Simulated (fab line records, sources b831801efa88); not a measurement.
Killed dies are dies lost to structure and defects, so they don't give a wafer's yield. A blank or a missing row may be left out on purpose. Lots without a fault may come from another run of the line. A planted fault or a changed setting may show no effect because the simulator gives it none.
fab line records | flow sfq_line
record lots=14 wafers=41 last_day=84
route steps=325 shown R5@224
lots that met no fault: from a run of the same line without faults
start_h: hours from the record's first day to the start of the lot's first wafer shown | wait_h: hours since the lot's step before | " the same as in the row above | L1.1+2: a row that stands for several wafers | - no value, or no start given | * or withheld: withheld | < > ~ a bound
route shown NAME@n: a module of which the file shows steps, and the number in the route of the first | usual: mean/standard deviation of fault-free wafers | same: alike in all rows | chamber/n: place in a boat | sites: the reading at each site | _std_site: their standard deviation | _edge_site: outer sites' mean less inner sites' | radius_mm: how far each site lies from the wafer's centre | mask NAME#n: copy n | behind: the tool/chamber that last shaped the wafer | hold: why the lot was held/for how many hours/how that ended | device: the transistor (n, p or np) that didn't switch | end of line: the same wafers' tests at the end of the route | a step without rows: its recipe alone | killed: dies lost to structure and defects at the first sort, not the wafer's yield | map: a wafer's dies, x killed, . not, _ none there
set.NAME: the setting as run; set.NAME@STEP: as run at that earlier step | model.NAME: the simulator's own value behind a step, which no gauge read
steps of the route over a sample of lots; a table a step, a row a wafer
services: from which hour (start_h, from the record's first day; less than 0 if before it) a tool's chamber was out of use, for how many hours, and why
## steps
# step SFQ_TRILAYER_R5_BARC_OPEN_METAL_ETCH_177
# recipe mask_material=PR chemistry=O2 target_depth_nm=125 target=BARC icp_w=600 bias_w=80 pressure_mtorr=10 time_s=41.7
# usual drypump_motor_current_A=5.6/0.45 oes_product_au=0.685/0.0048 run_length_s=70.0/0.53
# columns lot.wafer tool chamber start_h wait_h drypump_motor_current_A oes_product_au rf_hours_counter_h run_length_s
L913.2 rie_metal-04 0 1271.34 0.0 6.1 0.682 26 69.9
L913.5 " 0 " " 6.1 0.684 - 69.7
L913.6 " 1 " " 5.7 0.687 - 70.9
L915.1 rie_metal-04 0 1297.86 0.0 6.1 0.683 28 69.7
L915.2 " 1 " " 5.6 0.688 6 70.5
L915.5 " 0 " " 6.1 0.685 - 69.5
L916.2 rie_metal-04 1 1308.66 0.0 5.7 0.679 7 70.8
L916.3 " 1 " " 5.7 0.685 - 71.2
L916.4 " 0 " " 6.1 0.681 - 69.4
L920.1 rie_metal-01 0 1335.06 0.0 5.9 0.695 7 69.5
L920.2 " 0 " " 5.9 0.680 - 69.6
L920.5 " 0 " " 5.9 0.689 - 69.4
L921.2 rie_metal-02 1 1356.66 0.0 5.4 0.688 16 70.1
L921.3 " 0 " " 4.7 0.680 - 69.7
L921.6 " 0 " " 4.7 0.687 - 69.3
L922.3 rie_metal-04 0 1381.45 0.0 6.1 0.681 - 69.8
L922.5 " 1 " " 5.6 0.691 - 70.6
L922.6 " 0 " " 6.1 0.688 - 69.4
L926.1 rie_metal-04 1 1418.63 0.0 5.6 0.669 24 73.4
L926.2 " 0 " " 6.1 0.671 45 72.2
L926.6 " 0 " " 6.1 0.675 - 72.4
L927.1 rie_metal-04 1 1422.23 0.0 5.7 0.667 24 72.8
L927.4 " 1 " " 5.7 0.666 - 72.9
L928.3 rie_metal-02 1 1425.85 0.0 5.4 0.683 - 70.2
L928.4 " 0 " " 4.7 0.698 - 69.6
L928.6 " 0 " " 4.7 0.683 - 70.1
L931.3 rie_metal-01 0 1484.32 0.0 5.9 0.684 - 69.9
L931.4 " 1 " " 5.4 0.684 - 69.9
L931.6 " 1 " " 5.5 0.688 - 69.9
L932.4 rie_metal-04 1 1513.24 0.0 5.7 0.689 - 70.6
L932.5 " 0 " " 6.1 0.688 - 69.4
L932.6 " 1 " " 5.7 0.697 - 70.7
L933.1 rie_metal-04 0 1516.70 0.0 6.1 0.685 60 69.7
L933.5 " 1 " " 5.7 0.686 - 71.0
L933.6 " 0 " " 6.1 0.687 - 69.8
L934.2 rie_metal-02 1 1521.63 0.0 5.4 0.694 44 69.9
L934.4 " 0 " " 4.7 0.678 - 69.6
L934.5 " 1 " " 5.4 0.686 - 69.9
L936.1 rie_metal-04 1 1534.83 0.0 5.6 0.690 41 70.9
L936.4 " 0 " " 6.1 0.679 - 69.8
L936.5 " 0 " " 6.1 0.682 - 69.7
## services
# columns tool chamber start_h hours kind
rie_metal-01 - 1265.25 2.8 pm
rie_metal-02 1 1268.05 2.7 repair
rie_metal-01 - 1281.27 1.4 pm
rie_metal-01 1 1327.60 11.9 repair
rie_metal-02 - 1363.37 2.8 pm
rie_metal-01 1 1408.52 - clean
rie_metal-01 1 1408.52 - consumable_replace:focus_ring
rie_metal-01 1 1408.52 24.1 scheduled_down
rie_metal-01 1 1408.52 24.1 vent_cycle
## key
first_sign step=SFQ_TRILAYER_R5_BARC_OPEN_METAL_ETCH_177 reading=run_length_s direction=up sigmas=5.2 usual=* struck=*
effect step=SFQ_TRILAYER_R5_BARC_OPEN_METAL_ETCH_177 reading=oes_product_au direction=down sigmas=3.2 usual=0.685 struck=0.670
met_at SFQ_TRILAYER_R5_BARC_OPEN_METAL_ETCH_177
struck_lots L926,L927
onset_between 1381.45 1418.63
fault kind=process_parameter_drift tool=rie_metal-04 chamber=- onset_h=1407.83 steps=SFQ_TRILAYER_R5_BARC_OPEN_METAL_ETCH_177 channel=time_s offset=* shape=step end_h=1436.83 acts_in=* stated=*
